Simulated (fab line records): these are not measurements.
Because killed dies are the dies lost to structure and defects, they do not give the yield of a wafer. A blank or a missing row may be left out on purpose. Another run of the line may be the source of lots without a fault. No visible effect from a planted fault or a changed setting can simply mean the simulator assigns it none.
What tool caused it? / flow gf180mcu / Sampling: 13 lots, 39 wafers, 5 of 602 route steps

## WHAT THE GAUGES READ, wafer by wafer
GF_DUAL_GATE_OVL_MEAS_11. Usual: DUAL_GATE_OVL typically reads -0.7 nm, with standard deviation 1.3.
lot=L134; measured=day 8 05:05; on=overlay-02; DUAL_GATE_OVL (nm)=0.2 0.5 0.8; flag=
lot=L137; measured=day 9 04:10; on=overlay-02; DUAL_GATE_OVL (nm)=0.6 -1.2 1.1; flag=
lot=L138; measured=day 9 10:32; on=overlay-01; DUAL_GATE_OVL (nm)=-1.7 -2.5 -1.9; flag=
lot=L142; measured=day 10 16:54; on=overlay-01; DUAL_GATE_OVL (nm)=-1.2 -3.0 -1.6; flag=
lot=L143; measured=day 11 04:32; on=overlay-02; DUAL_GATE_OVL (nm)=-1.1 -1.6 0.2; flag=
lot=L145; measured=day 11 12:53; on=overlay-01; DUAL_GATE_OVL (nm)=0.1 0.4 -1.3; flag=
lot=L144; measured=day 11 15:13; on=overlay-01; DUAL_GATE_OVL (nm)=-1.1 -1.6 -0.6; flag=
lot=L146; measured=day 11 21:34; on=overlay-02; DUAL_GATE_OVL (nm)=-0.8 -1.4 -1.8; flag=
lot=L148; measured=day 12 13:49; on=overlay-02; DUAL_GATE_OVL (nm)=-1.1 -0.5 -0.6; flag=
lot=L151; measured=day 13 10:28; on=overlay-01; DUAL_GATE_OVL (nm)=0.6 0.1 -0.2; flag=
lot=L152; measured=day 13 17:10; on=overlay-02; DUAL_GATE_OVL (nm)=-2.4 -1.0 -0.4; flag=
lot=L153; measured=day 13 22:10; on=overlay-02; DUAL_GATE_OVL (nm)=-2.9 -3.1 -1.6; flag=
lot=L156; measured=day 14 18:58; on=overlay-01; DUAL_GATE_OVL (nm)=-1.1 0.4 -1.4; flag=

GF_HV_LDD_CD_MEAS_07 targets a cd of 400 nm. Usual: 399.3 nm for cdNm, sd 2.3.
lot=L134; measured=day 9 21:21; on=cdSem-01; cdNm (nm)=396.4 396.2 395.3; flag=
lot=L137; measured=day 10 21:24; on=cdSem-01; cdNm (nm)=400.1 402.3 399.5; flag=
lot=L138; measured=day 11 03:07; on=cdSem-01; cdNm (nm)=399.6 400.8 399.4; flag=
lot=L142; measured=day 12 10:51; on=cdSem-01; cdNm (nm)=399.9 395.9 399.0; flag=
lot=L143; measured=day 13 00:04; on=cdSem-01; cdNm (nm)=398.4 397.5 399.0; flag=
lot=L145; measured=day 13 08:43; on=cdSem-01; cdNm (nm)=400.6 399.9 402.1; flag=
lot=L144; measured=day 13 13:10; on=cdSem-02; cdNm (nm)=401.6 404.7 402.8; flag=
lot=L146; measured=day 13 18:19; on=cdSem-01; cdNm (nm)=394.7 394.7 396.0; flag=
lot=L148; measured=day 14 11:01; on=cdSem-02; cdNm (nm)=396.2 396.8 396.5; flag=
lot=L151; measured=day 15 10:28; on=cdSem-02; cdNm (nm)=376.2 376.2 376.1; flag=OFF
lot=L152; measured=day 15 15:36; on=cdSem-02; cdNm (nm)=401.4 399.7 397.6; flag=
lot=L153; measured=day 16 01:26; on=cdSem-01; cdNm (nm)=375.6 377.1 375.3; flag=OFF
lot=L156; measured=day 16 21:16; on=cdSem-01; cdNm (nm)=402.7 401.0 402.4; flag=

## TOOL THAT RAN EACH LOT (tool first, then ch and the chambers of the sampled wafers, then the start)
lot=L134; GF_POLY_GATE_ETCH_12=rieDiel-04 ch 0,1,2, day 9 02:32; GF_POLY_GATE_STRIP_14=plasmaAsher-02 ch 0,1, day 9 02:38; GF_HV_LDD_DEVELOP_06=lithoTrack-02 ch 0, day 9 21:12
lot=L137; GF_POLY_GATE_ETCH_12=rieDiel-02 ch 0,1,3, day 10 01:15; GF_POLY_GATE_STRIP_14=plasmaAsher-02 ch 0,1, day 10 01:22; GF_HV_LDD_DEVELOP_06=lithoTrack-02 ch 0, day 10 21:15
lot=L138; GF_POLY_GATE_ETCH_12=rieDiel-04 ch 1,2,3, day 10 07:17; GF_POLY_GATE_STRIP_14=plasmaAsher-04 ch 0,1, day 10 07:23; GF_HV_LDD_DEVELOP_06=lithoTrack-02 ch 0, day 11 02:59
lot=L142; GF_POLY_GATE_ETCH_12=rieDiel-04 ch 0,2,3, day 11 14:35; GF_POLY_GATE_STRIP_14=plasmaAsher-01 ch 0,1, day 11 14:41; GF_HV_LDD_DEVELOP_06=lithoTrack-04 ch 0, day 12 10:42
lot=L143; GF_POLY_GATE_ETCH_12=rieDiel-02 ch 0,2, day 12 02:32; GF_POLY_GATE_STRIP_14=plasmaAsher-04 ch 0,1, day 12 02:40; GF_HV_LDD_DEVELOP_06=lithoTrack-01 ch 0, day 12 23:55
lot=L145; GF_POLY_GATE_ETCH_12=rieDiel-03 ch 2,3, day 12 10:52; GF_POLY_GATE_STRIP_14=plasmaAsher-02 ch 0,1, day 12 11:00; GF_HV_LDD_DEVELOP_06=lithoTrack-04 ch 0, day 13 08:34
lot=L144; GF_POLY_GATE_ETCH_12=rieDiel-03 ch 1,2,3, day 12 14:49; GF_POLY_GATE_STRIP_14=plasmaAsher-01 ch 0,1, day 12 14:55; GF_HV_LDD_DEVELOP_06=lithoTrack-04 ch 0, day 13 13:01
lot=L146; GF_POLY_GATE_ETCH_12=rieDiel-02 ch 0,1, day 12 20:35; GF_POLY_GATE_STRIP_14=plasmaAsher-04 ch 0,1, day 12 20:41; GF_HV_LDD_DEVELOP_06=lithoTrack-02 ch 0, day 13 18:11
lot=L148; GF_POLY_GATE_ETCH_12=rieDiel-02 ch 1,2,3, day 13 12:52; GF_POLY_GATE_STRIP_14=plasmaAsher-01 ch 0,1, day 13 12:58; GF_HV_LDD_DEVELOP_06=lithoTrack-04 ch 0, day 14 10:52
lot=L151; GF_POLY_GATE_ETCH_12=rieDiel-04 ch 1,2,3, day 14 10:58; GF_POLY_GATE_STRIP_14=plasmaAsher-04 ch 0,1, day 14 11:04; GF_HV_LDD_DEVELOP_06=lithoTrack-04 ch 0, day 15 10:19
lot=L152; GF_POLY_GATE_ETCH_12=rieDiel-02 ch 2,3, day 14 17:19; GF_POLY_GATE_STRIP_14=plasmaAsher-02 ch 0,1, day 14 17:25; GF_HV_LDD_DEVELOP_06=lithoTrack-02 ch 0, day 15 15:27
lot=L153; GF_POLY_GATE_ETCH_12=rieDiel-02 ch 0,3, day 15 00:21; GF_POLY_GATE_STRIP_14=plasmaAsher-04 ch 0,1, day 15 00:29; GF_HV_LDD_DEVELOP_06=lithoTrack-04 ch 0, day 16 01:17
lot=L156; GF_POLY_GATE_ETCH_12=rieDiel-03 ch 0,1,2, day 15 20:28; GF_POLY_GATE_STRIP_14=plasmaAsher-02 ch 0,1, day 15 20:34; GF_HV_LDD_DEVELOP_06=lithoTrack-02 ch 0, day 16 21:08
- GF_POLY_GATE_ETCH_12: etches BARC in N2/H2.
- GF_POLY_GATE_STRIP_14: strips in O2/N2.
- GF_HV_LDD_DEVELOP_06: develop time 60 s.

## WHAT THE TOOLS THEMSELVES READ (means of the sampled wafers that have a number; where no wafer has one, the mark that the record gives instead)
GF_POLY_GATE_ETCH_12. Usual: drypumpMotorCurrentA 5.7 A, standard deviation 0.34; oesProductAu 0.735 a.u., standard deviation 0.0045; rfFwdPowerW 496.1 W, standard deviation 2; throttleValvePct 13.216 %, standard deviation 0.0097.
lot=L134; tool=rieDiel-04; drypumpMotorCurrentA (A)=6.0; oesProductAu (a.u.)=0.735; rfFwdPowerW (W)=496.0; throttleValvePct (%)=13.216; flag=
lot=L137; tool=rieDiel-02; drypumpMotorCurrentA (A)=5.3; oesProductAu (a.u.)=0.731; rfFwdPowerW (W)=495.9; throttleValvePct (%)=13.216; flag=
lot=L138; tool=rieDiel-04; drypumpMotorCurrentA (A)=6.0; oesProductAu (a.u.)=0.731; rfFwdPowerW (W)=496.3; throttleValvePct (%)=13.217; flag=
lot=L142; tool=rieDiel-04; drypumpMotorCurrentA (A)=5.9; oesProductAu (a.u.)=0.740; rfFwdPowerW (W)=497.8; throttleValvePct (%)=13.221; flag=
lot=L143; tool=rieDiel-02; drypumpMotorCurrentA (A)=6.0; oesProductAu (a.u.)=0.735; rfFwdPowerW (W)=493.3; throttleValvePct (%)=13.209; flag=
lot=L145; tool=rieDiel-03; drypumpMotorCurrentA (A)=5.6; oesProductAu (a.u.)=0.732; rfFwdPowerW (W)=493.6; throttleValvePct (%)=13.221; flag=
lot=L144; tool=rieDiel-03; drypumpMotorCurrentA (A)=5.6; oesProductAu (a.u.)=0.731; rfFwdPowerW (W)=495.7; throttleValvePct (%)=13.217; flag=
lot=L146; tool=rieDiel-02; drypumpMotorCurrentA (A)=5.3; oesProductAu (a.u.)=0.730; rfFwdPowerW (W)=495.9; throttleValvePct (%)=13.215; flag=
lot=L148; tool=rieDiel-02; drypumpMotorCurrentA (A)=5.7; oesProductAu (a.u.)=0.737; rfFwdPowerW (W)=494.8; throttleValvePct (%)=13.216; flag=
lot=L151; tool=rieDiel-04; drypumpMotorCurrentA (A)=6.0; oesProductAu (a.u.)=0.733; rfFwdPowerW (W)=496.8; throttleValvePct (%)=13.201; flag=
lot=L152; tool=rieDiel-02; drypumpMotorCurrentA (A)=5.8; oesProductAu (a.u.)=0.735; rfFwdPowerW (W)=496.1; throttleValvePct (%)=13.208; flag=
lot=L153; tool=rieDiel-02; drypumpMotorCurrentA (A)=5.5; oesProductAu (a.u.)=0.731; rfFwdPowerW (W)=496.3; throttleValvePct (%)=13.211; flag=
lot=L156; tool=rieDiel-03; drypumpMotorCurrentA (A)=5.8; oesProductAu (a.u.)=0.732; rfFwdPowerW (W)=495.4; throttleValvePct (%)=13.217; flag=

GF_POLY_GATE_STRIP_14. Usual: drypumpMotorCurrentA 6.00 A, standard deviation 0.27; heaterPowerW 319 W, standard deviation 20; oesProductAu 0.505 a.u., standard deviation 0.0047.
lot=L134; tool=plasmaAsher-02; drypumpMotorCurrentA (A)=6.00; heaterPowerW (W)=308; oesProductAu (a.u.)=0.507; flag=
lot=L137; tool=plasmaAsher-02; drypumpMotorCurrentA (A)=6.00; heaterPowerW (W)=309; oesProductAu (a.u.)=0.507; flag=
lot=L138; tool=plasmaAsher-04; drypumpMotorCurrentA (A)=5.76; heaterPowerW (W)=315; oesProductAu (a.u.)=0.503; flag=
lot=L142; tool=plasmaAsher-01; drypumpMotorCurrentA (A)=6.11; heaterPowerW (W)=327; oesProductAu (a.u.)=0.509; flag=
lot=L143; tool=plasmaAsher-04; drypumpMotorCurrentA (A)=5.78; heaterPowerW (W)=316; oesProductAu (a.u.)=0.505; flag=
lot=L145; tool=plasmaAsher-02; drypumpMotorCurrentA (A)=5.99; heaterPowerW (W)=332; oesProductAu (a.u.)=0.508; flag=
lot=L144; tool=plasmaAsher-01; drypumpMotorCurrentA (A)=6.09; heaterPowerW (W)=323; oesProductAu (a.u.)=0.501; flag=
lot=L146; tool=plasmaAsher-04; drypumpMotorCurrentA (A)=5.75; heaterPowerW (W)=316; oesProductAu (a.u.)=0.505; flag=
lot=L148; tool=plasmaAsher-01; drypumpMotorCurrentA (A)=6.04; heaterPowerW (W)=324; oesProductAu (a.u.)=0.504; flag=
lot=L151; tool=plasmaAsher-04; drypumpMotorCurrentA (A)=5.75; heaterPowerW (W)=313; oesProductAu (a.u.)=0.511; flag=
lot=L152; tool=plasmaAsher-02; drypumpMotorCurrentA (A)=6.00; heaterPowerW (W)=309; oesProductAu (a.u.)=0.503; flag=
lot=L153; tool=plasmaAsher-04; drypumpMotorCurrentA (A)=6.09; heaterPowerW (W)=314; oesProductAu (a.u.)=0.507; flag=
lot=L156; tool=plasmaAsher-02; drypumpMotorCurrentA (A)=6.00; heaterPowerW (W)=307; oesProductAu (a.u.)=0.504; flag=

## THE ANSWER, worked out from the rows above alone
Rule: a lot is off if the mean of its wafers that have a number lies more than 3 standard deviations from the usual mean. A lot without any number at a reading at which 4 lots or more have one is off too. Any other lot the step has rows for is counted as sound. The gauges are gone through in route order, then the tools' own readings, and for those a lot's mean is taken as printed above. At the first step where some lot is off, the reading lying furthest off is the one used; lots without a number count as furthest.
Off at GF_HV_LDD_CD_MEAS_07 (cdNm): L151, L153.
A tool fits if, at a process step before that reading, it ran every lot that is off, and no sound lot after the first of them. The gauges at GF_HV_LDD_CD_MEAS_07 are tried like those tools. Undecided on this evidence; 2 tools fit (plasmaAsher-04 at GF_POLY_GATE_STRIP_14, lithoTrack-04 at GF_HV_LDD_DEVELOP_06).

## WHAT THE SIMULATOR HAD INSERTED
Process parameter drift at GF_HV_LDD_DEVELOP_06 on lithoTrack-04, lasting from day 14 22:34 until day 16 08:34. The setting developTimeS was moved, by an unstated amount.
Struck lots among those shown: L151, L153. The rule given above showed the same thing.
